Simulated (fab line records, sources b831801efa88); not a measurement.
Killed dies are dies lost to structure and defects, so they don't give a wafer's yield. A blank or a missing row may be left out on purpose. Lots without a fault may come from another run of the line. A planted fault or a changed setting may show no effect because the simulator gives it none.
Chamber matching | flow sky130 | SKY_VIA2_CMP_02 on cmp-01: 4 sister chambers
The step polishes SiO2. 14 wafers are shown with their chamber, then 7 later ones without.

WAFERS WITH THEIR CHAMBER
wafer  | chamber | motor_current_A (A) | head_pressure_psi (psi)
L992.2 | 3       | 10.7                | 4.003
L992.3 | 0       | 13.7                | 4.028
L992.5 | 1       | 14.1                | 4.000
L102.1 | 2       | 13.2                | 3.981
L102.2 | 1       | 14.5                | 4.006
L102.5 | 0       | 12.9                | 3.985
L103.3 | 2       | 12.8                | 4.011
L103.4 | 1       | 14.2                | 4.001
L103.6 | 3       | 11.2                | 3.987
L107.3 | 1       | 14.7                | 3.991
L107.4 | 3       | 11.0                | 3.992
L107.5 | 1       | 13.5                | 4.006
L108.2 | 2       | 12.4                | 4.011
L108.4 | 1       | 14.6                | 3.981

SIGNATURES (means of the wafers above)
reading           | chamber 0 | chamber 1 | chamber 2 | chamber 3 | scatter within a chamber
motor_current_A   | 13.300    | 14.267    | 12.800    | 10.967    | 0.417
head_pressure_psi | 4.00650   | 3.99750   | 4.00100   | 3.99400   | 0.0146
Rule: a wafer's distance from a chamber is the root of the sum, over the readings, of the square of ((its reading less the chamber's mean) divided by the reading's scatter). The wafer belongs to the nearest chamber; if the next one is less than 2 further off, it can't be placed. The scatter: the root of (the sum of the squares of (reading less its chamber's mean) over the shown wafers, divided by (wafers less chambers)).

WAFERS WITHOUT THEIR CHAMBER
wafer  | motor_current_A (A) | head_pressure_psi (psi)
L108.6 | 13.8                | 3.994
L109.3 | 10.8                | 4.003
L109.5 | 12.6                | 4.011
L109.6 | 11.1                | 3.995
L113.1 | 13.6                | 4.014
L113.2 | 13.9                | 4.003
L113.6 | 13.6                | 4.010

WHICH CHAMBER EACH WENT THROUGH
wafer  | from the rows above          | in truth
L108.6 | can't be placed: 1 or 0 or 2 | 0
L109.3 | 3                            | 3
L109.5 | can't be placed: 2 or 0      | 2
L109.6 | 3                            | 3
L113.1 | can't be placed: 0 or 1 or 2 | 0
L113.2 | can't be placed: 1 or 0 or 2 | 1
L113.6 | can't be placed: 0 or 1 or 2 | 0
Placed correctly: 2 of 7. Can't be placed from these rows: 5 (the true chamber is among the candidates in 5). Placed wrongly: 0.
